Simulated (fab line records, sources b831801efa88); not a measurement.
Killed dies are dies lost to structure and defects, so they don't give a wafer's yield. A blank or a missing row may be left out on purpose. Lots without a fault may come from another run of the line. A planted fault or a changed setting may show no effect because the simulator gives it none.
fab line records | flow sky130
record lots=5 wafers=15 last_day=49
route steps=708 shown POLY_GATE@236 LDD_N@237 LDD_P@255 LDD_HVN@267 LDD_HVP@278
lots that met no fault: from a run of the same line without faults
start_h: hours from the record's first day to the start of the lot's first wafer shown | wait_h: hours since the lot's step before | " the same as in the row above | L1.1+2: a row that stands for several wafers | - no value, or no start given | * or withheld: withheld | < > ~ a bound
route shown NAME@n: a module of which the file shows steps, and the number in the route of the first | usual: mean/standard deviation of fault-free wafers | same: alike in all rows | chamber/n: place in a boat | sites: the reading at each site | _std_site: their standard deviation | _edge_site: outer sites' mean less inner sites' | radius_mm: how far each site lies from the wafer's centre | mask NAME#n: copy n | behind: the tool/chamber that last shaped the wafer | hold: why the lot was held/for how many hours/how that ended | device: the transistor (n, p or np) that didn't switch | end of line: the same wafers' tests at the end of the route | a step without rows: its recipe alone | killed: dies lost to structure and defects at the first sort, not the wafer's yield | map: a wafer's dies, x killed, . not, _ none there
set.NAME: the setting as run; set.NAME@STEP: as run at that earlier step | model.NAME: the simulator's own value behind a step, which no gauge read
lots at some steps of the route; a table a step, a row a wafer
services: from which hour (start_h, from the record's first day; less than 0 if before it) a tool's chamber was out of use, for how many hours, and why
## steps
# step SKY_POLY_GATE_CD_MEAS_22
# usual cd_nm=149.4/1.6
# columns lot.wafer tool chamber start_h wait_h cd_nm
L076.2 cd_sem-01 - 387.00 0.1 149.8
L076.3 " - " " 148.6
L076.4 " - " " 151.3
L080.1 cd_sem-01 - 421.22 0.1 152.0
L080.3 " - " " 153.0
L080.5 " - " " 150.3
L086.3 cd_sem-02 - 483.83 0.1 150.2
L086.4 " - " " 151.5
L086.5 " - " " 150.1
L087.1 cd_sem-02 - 531.51 0.1 151.2
L087.4 " - " " 152.5
L087.6 " - " " 149.4
L091.3 cd_sem-02 - 533.96 0.1 149.6
L091.4 " - " " 147.5
L091.5 " - " " 152.2
# step SKY_LDD_N_DEHYDRATE_00
# recipe temp_c=200 time_s=60
# columns lot.wafer tool chamber start_h wait_h
L076.2+3+4 litho_track-02 0 400.58 13.6
L080.1+3+5 litho_track-01 0 435.64 14.4
L086.3+4+5 litho_track-04 0 498.03 14.2
L087.1+4+6 litho_track-02 0 545.75 14.2
L091.3+4+5 litho_track-02 0 547.90 13.9
# step SKY_LDD_N_HMDS_01
# recipe prime_time_s=60 prime_temp_c=120
# columns lot.wafer tool chamber start_h wait_h
L076.2+3+4 litho_track-02 0 400.73 0.1
L080.1+3+5 litho_track-01 0 435.79 0.1
L086.3+4+5 litho_track-04 0 498.18 0.1
L087.1+4+6 litho_track-02 0 545.90 0.1
L091.3+4+5 litho_track-02 0 548.05 0.1
# step SKY_LDD_N_COAT_02
# recipe resist=NOVOLAK spin_rpm=3000 resist_thk_nm=300
# columns lot.wafer tool chamber start_h wait_h
L076.2+3+4 litho_track-02 0 400.88 0.1
L080.1+3+5 litho_track-01 0 435.94 0.1
L086.3+4+5 litho_track-04 0 498.33 0.1
L087.1+4+6 litho_track-02 0 546.05 0.1
L091.3+4+5 litho_track-02 0 548.20 0.1
# step SKY_LDD_N_SOFTBAKE_03
# recipe temp_c=90 time_s=60 resist=NOVOLAK
# columns lot.wafer tool chamber start_h wait_h
L076.2+3+4 litho_track-02 0 401.03 0.1
L080.1+3+5 litho_track-01 0 436.09 0.1
L086.3+4+5 litho_track-04 0 498.48 0.1
L087.1+4+6 litho_track-02 0 546.20 0.1
L091.3+4+5 litho_track-02 0 548.35 0.1
# step SKY_LDD_N_EXPOSE_04
# recipe mask_id=NTM target_cd_nm=840 na=0.6 source_shape=conventional sigma_outer=0.6 dose_mj=110
# same na=0.6
# columns lot.wafer tool chamber start_h wait_h mask
L076.2+3+4 iline_stepper-02 0 - - NTM#0
L080.1+3+5 iline_stepper-02 0 - - NTM#0
L086.3+4+5 iline_stepper-02 0 - - NTM#0
L087.1+4+6 iline_stepper-01 0 - - NTM#0
L091.3+4+5 iline_stepper-01 0 - - NTM#0
# step SKY_LDD_N_PEB_05
# recipe temp_c=withheld time_s=* resist=NOVOLAK
# columns lot.wafer tool chamber start_h wait_h
L076.2+3+4 litho_track-01 0 - -
L080.1+3+5 litho_track-01 0 - -
L086.3+4+5 litho_track-01 0 - -
L087.1+4+6 litho_track-04 0 - -
L091.3+4+5 litho_track-02 0 - -
# step SKY_LDD_N_DEVELOP_06
# recipe develop_time_s=60 dev_temp_c=23
# columns lot.wafer tool chamber start_h wait_h
L076.2+3+4 litho_track-01 0 416.41 0.1
L080.1+3+5 litho_track-01 0 452.29 0.1
L086.3+4+5 litho_track-01 0 513.89 0.1
L087.1+4+6 litho_track-04 0 559.68 0.1
L091.3+4+5 litho_track-02 0 561.90 0.1
# step SKY_LDD_N_OVL_MEAS_07
# usual LDD_N_OVL=0.1/1.2
# columns lot.wafer tool chamber start_h wait_h LDD_N_OVL[nm]
L076.2 overlay-02 - 416.54 0.1 1.1
L076.3 " - " " 0.5
L076.4 " - " " 0.8
L080.1 overlay-01 - 452.44 0.1 0.3
L080.3 " - " " 0.8
L080.5 " - " " 1.3
L086.3 overlay-01 - 514.00 0.1 -0.3
L086.4 " - " " -0.4
L086.5 " - " " 1.0
L087.1 overlay-02 - 559.83 0.1 0.7
L087.4 " - " " -1.3
L087.6 " - " " -2.0
L091.3 overlay-01 - 562.01 0.1 1.2
L091.4 " - " " 1.2
L091.5 " - " " 0.9
# step SKY_LDD_N_IMPLANT_08
# recipe species=As energy_kev=20 dose_cm2=7.5e+13 tilt_deg=withheld rotation_deg=23
# usual beam_on_s=10.00/0.19 rotation_deg=23.005/0.022
# columns lot.wafer tool chamber start_h wait_h beam_on_s rotation_deg
L076.2 implanter-03 0 416.60 0.0 9.83 22.989
L076.3 " 0 " " 9.77 23.013
L076.4 " 0 " " 10.30 23.022
L080.1 implanter-04 0 452.47 0.0 10.14 22.991
L080.3 " 0 " " 10.09 23.007
L080.5 " 0 " " 9.74 23.037
L086.3 implanter-01 0 514.07 0.1 10.02 23.018
L086.4 " 0 " " 10.40 23.019
L086.5 " 0 " " 10.05 23.004
L087.1 implanter-03 0 559.86 0.0 10.14 22.982
L087.4 " 0 " " 10.22 23.010
L087.6 " 0 " " 9.97 22.982
L091.3 implanter-03 0 562.09 0.1 9.92 22.992
L091.4 " 0 " " 10.19 22.973
L091.5 " 0 " " 9.94 22.997
# step SKY_LDD_N_IMPLANT_09
# recipe species=As energy_kev=20 dose_cm2=7.5e+13 tilt_deg=withheld rotation_deg=113
# usual beam_on_s=10.01/0.2 rotation_deg=113.01/0.026
# columns lot.wafer tool chamber start_h wait_h beam_on_s rotation_deg
L076.2 implanter-03 0 416.75 0.1 9.83 113.02
L076.3 " 0 " " 10.25 113.01
L076.4 " 0 " " 9.71 113.01
L080.1 implanter-04 0 452.62 0.1 9.79 113.01
L080.3 " 0 " " 9.76 112.98
L080.5 " 0 " " 9.72 113.04
L086.3 implanter-01 0 514.22 0.1 10.03 113.02
L086.4 " 0 " " 10.02 113.01
L086.5 " 0 " " 10.33 113.02
L087.1 implanter-03 0 560.01 0.1 10.12 113.01
L087.4 " 0 " " 10.10 113.05
L087.6 " 0 " " 9.62 113.00
L091.3 implanter-03 0 562.24 0.1 10.03 112.99
L091.4 " 0 " " 9.88 113.03
L091.5 " 0 " " 9.66 112.99
# step SKY_LDD_N_IMPLANT_10
# recipe species=As energy_kev=20 dose_cm2=7.5e+13 tilt_deg=withheld rotation_deg=203
# usual beam_on_s=10.00/0.2 rotation_deg=203.00/0.042
# columns lot.wafer tool chamber start_h wait_h beam_on_s rotation_deg
L076.2 implanter-03 0 416.90 0.1 9.95 202.98
L076.3 " 0 " " 10.46 203.01
L076.4 " 0 " " 9.81 202.99
L080.1 implanter-04 0 452.77 0.1 9.76 203.06
L080.3 " 0 " " 10.26 202.98
L080.5 " 0 " " 10.03 203.07
L086.3 implanter-01 0 514.37 0.1 9.92 203.00
L086.4 " 0 " " 9.93 202.98
L086.5 " 0 " " 9.59 203.02
L087.1 implanter-03 0 560.16 0.1 9.89 203.02
L087.4 " 0 " " 10.21 203.02
L087.6 " 0 " " 10.13 203.00
L091.3 implanter-03 0 562.39 0.1 10.17 202.97
L091.4 " 0 " " 9.59 203.00
L091.5 " 0 " " 9.88 202.92
# step SKY_LDD_N_IMPLANT_11
# recipe species=As energy_kev=20 dose_cm2=7.5e+13 tilt_deg=withheld rotation_deg=293
# usual beam_on_s=9.98/0.2 rotation_deg=293.00/0.054
# columns lot.wafer tool chamber start_h wait_h beam_on_s rotation_deg
L076.2 implanter-03 0 417.05 0.1 10.04 293.03
L076.3 " 0 " " 9.84 293.04
L076.4 " 0 " " 10.06 292.96
L080.1 implanter-04 0 452.92 0.1 10.21 292.97
L080.3 " 0 " " 10.33 293.08
L080.5 " 0 " " 9.83 293.00
L086.3 implanter-01 0 514.52 0.1 10.37 292.93
L086.4 " 0 " " 9.96 292.97
L086.5 " 0 " " 9.94 292.92
L087.1 implanter-03 0 560.31 0.1 9.81 292.94
L087.4 " 0 " " 10.20 293.03
L087.6 " 0 " " 9.76 292.97
L091.3 implanter-03 0 562.54 0.1 9.86 293.03
L091.4 " 0 " " 10.07 292.95
L091.5 " 0 " " 10.05 292.98
# step SKY_LDD_N_IMPLANT_12
# recipe species=BF2 energy_kev=50 dose_cm2=5e+12 tilt_deg=30 rotation_deg=0
# usual beam_on_s=10.00/0.2 rotation_deg=-0.001/0.019
# columns lot.wafer tool chamber start_h wait_h beam_on_s rotation_deg
L076.2 implanter-03 0 417.20 0.1 10.07 -0.009
L076.3 " 0 " " 10.23 -0.009
L076.4 " 0 " " 9.75 0.000
L080.1 implanter-04 0 453.07 0.1 9.92 0.017
L080.3 " 0 " " 9.76 0.004
L080.5 " 0 " " 10.15 0.032
L086.3 implanter-01 0 514.67 0.1 9.83 -0.031
L086.4 " 0 " " 10.04 -0.026
L086.5 " 0 " " 10.04 -0.026
L087.1 implanter-03 0 560.46 0.1 9.80 -0.003
L087.4 " 0 " " 9.98 0.007
L087.6 " 0 " " 10.41 0.011
L091.3 implanter-03 0 562.69 0.1 9.49 -0.002
L091.4 " 0 " " 10.14 0.015
L091.5 " 0 " " 9.86 0.014
# step SKY_LDD_N_IMPLANT_13
# recipe species=BF2 energy_kev=50 dose_cm2=5e+12 tilt_deg=30 rotation_deg=90
# usual beam_on_s=9.99/0.2 rotation_deg=89.998/0.023
# columns lot.wafer tool chamber start_h wait_h beam_on_s rotation_deg
L076.2 implanter-03 0 417.35 0.1 9.92 89.974
L076.3 " 0 " " 9.65 90.007
L076.4 " 0 " " 9.88 90.016
L080.1 implanter-04 0 453.22 0.1 10.26 90.024
L080.3 " 0 " " 9.94 90.022
L080.5 " 0 " " 9.67 90.007
L086.3 implanter-01 0 514.82 0.1 9.68 90.008
L086.4 " 0 " " 9.99 90.006
L086.5 " 0 " " 10.11 90.012
L087.1 implanter-03 0 560.61 0.1 9.92 89.979
L087.4 " 0 " " 10.01 89.991
L087.6 " 0 " " 9.98 89.987
L091.3 implanter-03 0 562.84 0.1 9.96 89.990
L091.4 " 0 " " 10.20 90.019
L091.5 " 0 " " 9.94 90.032
# step SKY_LDD_N_IMPLANT_14
# recipe species=BF2 energy_kev=50 dose_cm2=5e+12 tilt_deg=30 rotation_deg=180
# usual beam_on_s=9.98/0.21 rotation_deg=180.00/0.035
# columns lot.wafer tool chamber start_h wait_h beam_on_s rotation_deg
L076.2 implanter-03 0 417.50 0.1 9.96 180.01
L076.3 " 0 " " 9.57 180.04
L076.4 " 0 " " 10.13 179.96
L080.1 implanter-04 0 453.37 0.1 10.11 179.93
L080.3 " 0 " " 9.95 179.99
L080.5 " 0 " " 9.91 179.94
L086.3 implanter-01 0 514.97 0.1 9.89 179.96
L086.4 " 0 " " 10.03 179.93
L086.5 " 0 " " 10.04 180.03
L087.1 implanter-03 0 560.76 0.1 10.07 180.05
L087.4 " 0 " " 9.94 180.03
L087.6 " 0 " " 9.55 180.05
L091.3 implanter-03 0 562.99 0.1 10.16 179.97
L091.4 " 0 " " 10.07 180.01
L091.5 " 0 " " 9.80 179.98
# step SKY_LDD_N_IMPLANT_15
# recipe species=BF2 energy_kev=50 dose_cm2=5e+12 tilt_deg=30 rotation_deg=270
# usual beam_on_s=10.00/0.2 rotation_deg=270.01/0.055
# columns lot.wafer tool chamber start_h wait_h beam_on_s rotation_deg
L076.2 implanter-03 0 417.65 0.1 9.58 269.98
L076.3 " 0 " " 10.16 270.02
L076.4 " 0 " " 10.32 270.00
L080.1 implanter-04 0 453.52 0.1 10.17 269.97
L080.3 " 0 " " 9.91 269.92
L080.5 " 0 " " 9.70 270.01
L086.3 implanter-01 0 515.12 0.1 9.94 270.17
L086.4 " 0 " " 10.23 270.01
L086.5 " 0 " " 10.11 270.12
L087.1 implanter-03 0 560.91 0.1 9.91 270.02
L087.4 " 0 " " 10.31 270.00
L087.6 " 0 " " 9.97 270.01
L091.3 implanter-03 0 563.14 0.1 10.00 269.98
L091.4 " 0 " " 9.67 270.00
L091.5 " 0 " " 10.08 270.02
# step SKY_LDD_N_STRIP_16
# recipe chemistry=O2/N2 power_w=1400 pressure_mtorr=1500 platen_temp_c=withheld o2_flow_sccm=3000 n2_flow_sccm=300 overash_fraction=0.5
# usual drypump_motor_current_A=5.8/0.49 oes_product_au=0.406/0.0046 strip_time_to_endpoint_s=4.311/0.013
# columns lot.wafer tool chamber start_h wait_h drypump_motor_current_A oes_product_au rf_hours_counter_h strip_time_to_endpoint_s
L076.2 plasma_asher-02 0 417.77 0.1 5.0 0.414 27 4.327
L076.3 " 0 " " 4.9 0.406 - 4.318
L076.4 " 1 " " 6.2 0.409 - 4.334
L080.1 plasma_asher-01 1 453.67 0.1 5.9 0.408 77 4.316
L080.3 " 1 " " 5.9 0.412 - 4.303
L080.5 " 0 " " 5.4 0.404 - 4.303
L086.3 plasma_asher-01 0 515.26 0.1 5.4 0.412 - 4.319
L086.4 " 1 " " 5.9 0.399 - 4.296
L086.5 " 1 " " 5.9 0.390 - 4.306
L087.1 plasma_asher-04 1 561.06 0.1 6.2 0.414 14 4.312
L087.4 " 1 " " 6.2 0.413 - 4.317
L087.6 " 0 " " 6.3 0.414 - 4.302
L091.3 plasma_asher-04 0 563.27 0.1 6.2 0.410 - 4.330
L091.4 " 1 " " 6.3 0.411 - 4.316
L091.5 " 1 " " 6.2 0.408 - 4.304
# step SKY_LDD_N_TW_MEAS_17
# usual LDD_N_TW=2551/24
# columns lot.wafer tool chamber start_h wait_h LDD_N_TW
L076.2 film_metro-03 - 417.88 0.1 2571
L076.3 " - " " 2583
L076.4 " - " " 2575
L080.1 film_metro-01 - 453.77 0.1 2570
L080.3 " - " " 2551
L080.5 " - " " 2554
L086.3 film_metro-01 - 515.34 0.1 2546
L086.4 " - " " 2550
L086.5 " - " " 2552
L087.1 film_metro-01 - 561.16 0.1 2521
L087.4 " - " " 2525
L087.6 " - " " 2509
L091.3 film_metro-01 - 563.36 0.1 2528
L091.4 " - " " 2513
L091.5 " - " " 2523
# step SKY_LDD_P_DEHYDRATE_00
# recipe temp_c=200 time_s=60
# columns lot.wafer tool chamber start_h wait_h
L076.2+3+4 litho_track-03 0 431.50 13.6
L080.1+3+5 litho_track-03 0 468.23 14.4
L086.3+4+5 litho_track-03 0 529.58 14.2
L087.1+4+6 litho_track-01 0 575.89 14.7
L091.3+4+5 litho_track-01 0 578.49 15.1
# step SKY_LDD_P_HMDS_01
# recipe prime_time_s=60 prime_temp_c=120
# columns lot.wafer tool chamber start_h wait_h
L076.2+3+4 litho_track-03 0 431.65 0.1
L080.1+3+5 litho_track-03 0 468.38 0.1
L086.3+4+5 litho_track-03 0 529.73 0.1
L087.1+4+6 litho_track-01 0 576.04 0.1
L091.3+4+5 litho_track-01 0 578.64 0.1
# step SKY_LDD_P_COAT_02
# recipe resist=NOVOLAK spin_rpm=3000 resist_thk_nm=1140
# columns lot.wafer tool chamber start_h wait_h
L076.2+3+4 litho_track-03 0 431.80 0.1
L080.1+3+5 litho_track-03 0 468.53 0.1
L086.3+4+5 litho_track-03 0 529.88 0.1
L087.1+4+6 litho_track-01 0 576.19 0.1
L091.3+4+5 litho_track-01 0 578.79 0.1
# step SKY_LDD_P_SOFTBAKE_03
# recipe temp_c=90 time_s=60 resist=NOVOLAK
# columns lot.wafer tool chamber start_h wait_h
L076.2+3+4 litho_track-03 0 431.95 0.1
L080.1+3+5 litho_track-03 0 468.68 0.1
L086.3+4+5 litho_track-03 0 530.03 0.1
L087.1+4+6 litho_track-01 0 576.34 0.1
L091.3+4+5 litho_track-01 0 578.94 0.1
# step SKY_LDD_P_EXPOSE_04
# recipe mask_id=PSDM na=0.6 source_shape=conventional sigma_outer=0.6 polarization=unpolarized target_cd_nm=380 dose_mj=138
# same na=0.6
# columns lot.wafer tool chamber start_h wait_h mask
L076.2+3+4 iline_stepper-01 0 - - PSDM#0
L080.1+3+5 iline_stepper-02 0 - - PSDM#0
L086.3+4+5 iline_stepper-01 0 - - PSDM#0
L087.1+4+6 iline_stepper-02 0 - - PSDM#0
L091.3+4+5 iline_stepper-01 0 - - PSDM#0
# step SKY_LDD_P_PEB_05
# recipe temp_c=withheld time_s=* resist=NOVOLAK
# columns lot.wafer tool chamber start_h wait_h
L076.2+3+4 litho_track-01 0 - -
L080.1+3+5 litho_track-01 0 - -
L086.3+4+5 litho_track-03 0 - -
L087.1+4+6 litho_track-01 0 - -
L091.3+4+5 litho_track-03 0 - -
# step SKY_LDD_P_DEVELOP_06
# recipe resist=NOVOLAK developer=TMAH develop_time_s=60 dev_temp_c=23
# columns lot.wafer tool chamber start_h wait_h
L076.2+3+4 litho_track-01 0 448.36 0.1
L080.1+3+5 litho_track-01 0 484.24 0.1
L086.3+4+5 litho_track-03 0 544.93 0.1
L087.1+4+6 litho_track-01 0 590.19 0.1
L091.3+4+5 litho_track-03 0 592.63 0.1
# step SKY_LDD_P_CD_MEAS_07
# recipe target_cd_nm=380
# usual cd_nm=380/3.1
# columns lot.wafer tool chamber start_h wait_h cd_nm
L076.2 cd_sem-01 - 448.51 0.1 385
L076.3 " - " " 384
L076.4 " - " " 383
L080.1 cd_sem-02 - 484.39 0.1 378
L080.3 " - " " 378
L080.5 " - " " 379
L086.3 cd_sem-02 - 545.07 0.1 384
L086.4 " - " " 383
L086.5 " - " " 385
L087.1 cd_sem-01 - 590.34 0.1 379
L087.4 " - " " 377
L087.6 " - " " 377
L091.3 cd_sem-02 - 592.77 0.1 386
L091.4 " - " " 384
L091.5 " - " " 382
# step SKY_LDD_P_OVL_MEAS_08
# usual LDD_P_OVL=-0.6/1.9
# columns lot.wafer tool chamber start_h wait_h LDD_P_OVL[nm]
L076.2 overlay-01 - 448.61 0.1 -1.2
L076.3 " - " " -1.7
L076.4 " - " " 0.2
L080.1 overlay-01 - 484.51 0.1 -1.8
L080.3 " - " " -0.8
L080.5 " - " " 0.2
L086.3 overlay-01 - 545.16 0.1 -0.8
L086.4 " - " " -2.8
L086.5 " - " " -0.2
L087.1 overlay-02 - 590.46 0.1 -1.7
L087.4 " - " " -0.2
L087.6 " - " " 0.8
L091.3 overlay-02 - 592.86 0.1 -1.2
L091.4 " - " " -1.7
L091.5 " - " " -3.5
# step SKY_LDD_P_IMPLANT_09
# recipe species=BF2 energy_kev=25 dose_cm2=1e+13 tilt_deg=withheld
# usual beam_on_s=10.03/0.21
# columns lot.wafer tool chamber start_h wait_h beam_on_s
L076.2 implanter-02 0 448.67 0.0 9.86
L076.3 " 0 " " 10.06
L076.4 " 0 " " 10.27
L080.1 implanter-03 0 484.54 0.0 10.13
L080.3 " 0 " " 9.94
L080.5 " 0 " " 9.89
L086.3 implanter-03 0 545.28 0.1 10.10
L086.4 " 0 " " 9.74
L086.5 " 0 " " 9.95
L087.1 implanter-03 0 590.49 0.0 10.25
L087.4 " 0 " " 10.13
L087.6 " 0 " " 10.01
L091.3 implanter-03 0 592.93 0.1 10.27
L091.4 " 0 " " 9.70
L091.5 " 0 " " 10.42
# step SKY_LDD_P_STRIP_10
# recipe chemistry=O2/N2 power_w=1400 pressure_mtorr=1500 platen_temp_c=withheld o2_flow_sccm=3000 n2_flow_sccm=300 overash_fraction=0.5
# usual drypump_motor_current_A=6.1/0.4 oes_product_au=0.716/0.0052 strip_time_to_endpoint_s=14.18/0.038
# columns lot.wafer tool chamber start_h wait_h drypump_motor_current_A oes_product_au rf_hours_counter_h strip_time_to_endpoint_s
L076.2 plasma_asher-03 0 448.79 0.1 6.5 0.717 63 14.17
L076.3 " 0 " " 6.5 0.722 - 14.14
L076.4 " 1 " " 5.9 0.718 - 14.17
L080.1 plasma_asher-04 1 484.69 0.1 6.2 0.716 6 14.17
L080.3 " 0 " " 6.2 0.712 - 14.20
L080.5 " 1 " " 6.2 0.719 - 14.18
L086.3 plasma_asher-02 1 545.52 0.2 6.2 0.712 - 14.18
L086.4 " 0 " " 5.0 0.715 - 14.13
L086.5 " 1 " " 6.2 0.711 - 14.14
L087.1 plasma_asher-03 1 590.64 0.1 6.0 0.723 77 14.20
L087.4 " 0 " " 6.5 0.719 - 14.20
L087.6 " 0 " " 6.5 0.711 - 14.19
L091.3 plasma_asher-02 1 593.07 0.1 6.2 0.720 - 14.14
L091.4 " 0 " " 5.0 0.706 - 14.16
L091.5 " 1 " " 6.2 0.726 - 14.16
# step SKY_LDD_P_TW_MEAS_11
# usual LDD_P_TW=629/6.7
# columns lot.wafer tool chamber start_h wait_h LDD_P_TW
L076.2 film_metro-03 - 448.90 0.1 633
L076.3 " - " " 634
L076.4 " - " " 632
L080.1 film_metro-01 - 484.79 0.1 617
L080.3 " - " " 619
L080.5 " - " " 620
L086.3 film_metro-01 - 545.60 0.1 626
L086.4 " - " " 621
L086.5 " - " " 628
L087.1 film_metro-04 - 590.74 0.1 636
L087.4 " - " " 634
L087.6 " - " " 631
L091.3 film_metro-03 - 593.15 0.1 630
L091.4 " - " " 631
L091.5 " - " " 631
# step SKY_LDD_HVN_DEHYDRATE_00
# recipe temp_c=200 time_s=60
# columns lot.wafer tool chamber start_h wait_h
L076.2+3+4 litho_track-04 0 462.90 14.0
L080.1+3+5 litho_track-01 0 499.29 14.5
L086.3+4+5 litho_track-03 0 558.53 12.9
L087.1+4+6 litho_track-03 0 605.63 14.9
L091.3+4+5 litho_track-04 0 607.73 14.6
# step SKY_LDD_HVN_HMDS_01
# recipe prime_time_s=60 prime_temp_c=120
# columns lot.wafer tool chamber start_h wait_h
L076.2+3+4 litho_track-04 0 463.05 0.1
L080.1+3+5 litho_track-01 0 499.44 0.1
L086.3+4+5 litho_track-03 0 558.68 0.1
L087.1+4+6 litho_track-03 0 605.78 0.1
L091.3+4+5 litho_track-04 0 607.88 0.1
# step SKY_LDD_HVN_COAT_02
# recipe resist=NOVOLAK spin_rpm=3000 resist_thk_nm=302.7
# columns lot.wafer tool chamber start_h wait_h
L076.2+3+4 litho_track-04 0 463.20 0.1
L080.1+3+5 litho_track-01 0 499.59 0.1
L086.3+4+5 litho_track-03 0 558.83 0.1
L087.1+4+6 litho_track-03 0 605.93 0.1
L091.3+4+5 litho_track-04 0 608.03 0.1
# step SKY_LDD_HVN_SOFTBAKE_03
# recipe temp_c=90 time_s=60 resist=NOVOLAK
# columns lot.wafer tool chamber start_h wait_h
L076.2+3+4 litho_track-04 0 463.35 0.1
L080.1+3+5 litho_track-01 0 499.74 0.1
L086.3+4+5 litho_track-03 0 558.98 0.1
L087.1+4+6 litho_track-03 0 606.08 0.1
L091.3+4+5 litho_track-04 0 608.18 0.1
# step SKY_LDD_HVN_EXPOSE_04
# recipe mask_id=HVNTM na=0.6 source_shape=conventional sigma_outer=0.6 polarization=unpolarized target_cd_nm=700 dose_mj=127
# same na=0.6
# columns lot.wafer tool chamber start_h wait_h mask
L076.2+3+4 iline_stepper-01 0 - - HVNTM#0
L080.1+3+5 iline_stepper-01 0 - - HVNTM#0
L086.3+4+5 iline_stepper-02 0 - - HVNTM#0
L087.1+4+6 iline_stepper-01 0 - - HVNTM#0
L091.3+4+5 iline_stepper-01 0 - - HVNTM#0
# step SKY_LDD_HVN_PEB_05
# recipe temp_c=withheld time_s=* resist=NOVOLAK
# columns lot.wafer tool chamber start_h wait_h
L076.2+3+4 litho_track-03 0 - -
L080.1+3+5 litho_track-01 0 - -
L086.3+4+5 litho_track-01 0 - -
L087.1+4+6 litho_track-01 0 - -
L091.3+4+5 litho_track-04 0 - -
# step SKY_LDD_HVN_DEVELOP_06
# recipe resist=NOVOLAK developer=TMAH develop_time_s=60 dev_temp_c=23
# columns lot.wafer tool chamber start_h wait_h
L076.2+3+4 litho_track-03 0 477.85 0.1
L080.1+3+5 litho_track-01 0 515.09 0.1
L086.3+4+5 litho_track-01 0 574.49 0.1
L087.1+4+6 litho_track-01 0 619.74 0.1
L091.3+4+5 litho_track-04 0 621.53 0.1
# step SKY_LDD_HVN_OVL_MEAS_07
# usual LDD_HVN_OVL=-0.3/1.4
# columns lot.wafer tool chamber start_h wait_h LDD_HVN_OVL[nm]
L076.2 overlay-02 - 477.99 0.1 -0.9
L076.3 " - " " -1.0
L076.4 " - " " -1.1
L080.1 overlay-01 - 515.24 0.1 0.5
L080.3 " - " " -1.0
L080.5 " - " " -2.9
L086.3 overlay-02 - 574.60 0.1 0.0
L086.4 " - " " 0.2
L086.5 " - " " 1.5
L087.1 overlay-02 - 619.89 0.1 -0.4
L087.4 " - " " -0.9
L087.6 " - " " -1.4
L091.3 overlay-02 - 621.64 0.1 0.7
L091.4 " - " " 0.1
L091.5 " - " " -0.2
# step SKY_LDD_HVN_IMPLANT_08
# recipe species=P energy_kev=59.47 dose_cm2=3e+13 tilt_deg=40
# usual beam_on_s=10.01/0.21
# columns lot.wafer tool chamber start_h wait_h beam_on_s
L076.2 implanter-02 0 478.04 0.0 9.99
L076.3 " 0 " " 10.41
L076.4 " 0 " " 10.28
L080.1 implanter-02 0 515.27 0.0 9.87
L080.3 " 0 " " 9.75
L080.5 " 0 " " 10.07
L086.3 implanter-04 0 574.67 0.1 10.24
L086.4 " 0 " " 10.00
L086.5 " 0 " " 10.06
L087.1 implanter-02 0 619.92 0.0 10.11
L087.4 " 0 " " 10.24
L087.6 " 0 " " 9.70
L091.3 implanter-01 0 621.71 0.1 10.15
L091.4 " 0 " " 9.71
L091.5 " 0 " " 10.03
# step SKY_LDD_HVN_STRIP_09
# recipe chemistry=O2/N2 power_w=1400 pressure_mtorr=1500 platen_temp_c=withheld o2_flow_sccm=3000 n2_flow_sccm=300 overash_fraction=0.5
# usual drypump_motor_current_A=6.0/0.38 oes_product_au=0.410/0.0041 strip_time_to_endpoint_s=4.171/0.016
# columns lot.wafer tool chamber start_h wait_h drypump_motor_current_A oes_product_au rf_hours_counter_h strip_time_to_endpoint_s
L076.2 plasma_asher-03 0 478.17 0.1 6.5 0.411 66 4.161
L076.3 " 1 " " 6.0 0.407 - 4.192
L076.4 " 0 " " 6.5 0.414 - 4.170
L080.1 plasma_asher-04 0 515.42 0.1 6.3 0.408 9 4.171
L080.3 " 1 " " 6.2 0.408 - 4.159
L080.5 " 1 " " 6.2 0.409 - 4.164
L086.3 plasma_asher-01 1 574.81 0.1 5.9 0.405 - 4.209
L086.4 " 0 " " 5.4 0.403 - 4.193
L086.5 " 1 " " 5.9 0.415 - 4.192
L087.1 plasma_asher-03 0 620.07 0.1 6.5 0.411 81 4.159
L087.4 " 0 " " 6.5 0.407 - 4.166
L087.6 " 0 " " 6.5 0.409 - 4.168
L091.3 plasma_asher-03 0 621.84 0.1 6.5 0.408 - 4.194
L091.4 " 1 " " 5.9 0.411 - 4.187
L091.5 " 0 " " 6.5 0.411 - 4.195
# step SKY_LDD_HVN_TW_MEAS_10
# usual LDD_HVN_TW=1431/9.5
# columns lot.wafer tool chamber start_h wait_h LDD_HVN_TW
L076.2 film_metro-04 - 478.28 0.1 1430
L076.3 " - " " 1440
L076.4 " - " " 1439
L080.1 film_metro-02 - 515.52 0.1 1415
L080.3 " - " " 1426
L080.5 " - " " 1413
L086.3 film_metro-04 - 574.89 0.1 1434
L086.4 " - " " 1436
L086.5 " - " " 1437
L087.1 film_metro-02 - 620.19 0.1 1419
L087.4 " - " " 1435
L087.6 " - " " 1431
L091.3 film_metro-04 - 621.93 0.1 1431
L091.4 " - " " 1435
L091.5 " - " " 1433
# step SKY_LDD_HVP_DEHYDRATE_00
# recipe temp_c=200 time_s=60
# columns lot.wafer tool chamber start_h wait_h
L076.2+3+4 litho_track-04 0 493.45 15.2
L080.1+3+5 litho_track-04 0 530.38 14.8
L086.3+4+5 litho_track-02 0 588.65 13.7
L087.1+4+6 litho_track-03 0 634.43 14.2
L091.3+4+5 litho_track-04 0 636.33 14.4
# step SKY_LDD_HVP_HMDS_01
# recipe prime_time_s=60 prime_temp_c=120
# columns lot.wafer tool chamber start_h wait_h
L076.2+3+4 litho_track-04 0 493.60 0.1
L080.1+3+5 litho_track-04 0 530.53 0.1
L086.3+4+5 litho_track-02 0 588.80 0.1
L087.1+4+6 litho_track-03 0 634.58 0.1
L091.3+4+5 litho_track-04 0 636.48 0.1
## services
# columns tool chamber start_h hours kind
implanter-03 - 380.28 2.2 repair
iline_stepper-01 - 383.96 1.7 pm
implanter-01 - 394.89 1.9 repair
implanter-03 - 395.62 2.7 repair
iline_stepper-01 - 402.49 2.6 repair
plasma_asher-04 - 421.32 9.0 pm
implanter-04 - 422.18 2.1 repair
implanter-02 - 427.56 2.2 repair
implanter-03 - 430.45 3.2 repair
plasma_asher-03 - 432.01 1.0 repair
plasma_asher-04 - 441.73 4.0 pm
iline_stepper-02 - 477.64 4.4 pm
implanter-04 - 488.53 1.6 repair
plasma_asher-04 - 503.88 1.1 repair
implanter-02 - 510.93 3.9 repair
iline_stepper-01 - 521.61 1.6 repair
iline_stepper-01 - 554.10 0.8 pm
iline_stepper-01 - 561.74 9.5 repair
implanter-01 - 566.00 3.2 repair
implanter-01 - 573.37 2.9 repair
iline_stepper-01 - 584.19 2.1 pm
implanter-04 - 599.70 2.5 repair
iline_stepper-01 - 602.14 1.7 pm
iline_stepper-02 - 611.03 3.8 repair
## key
fault none
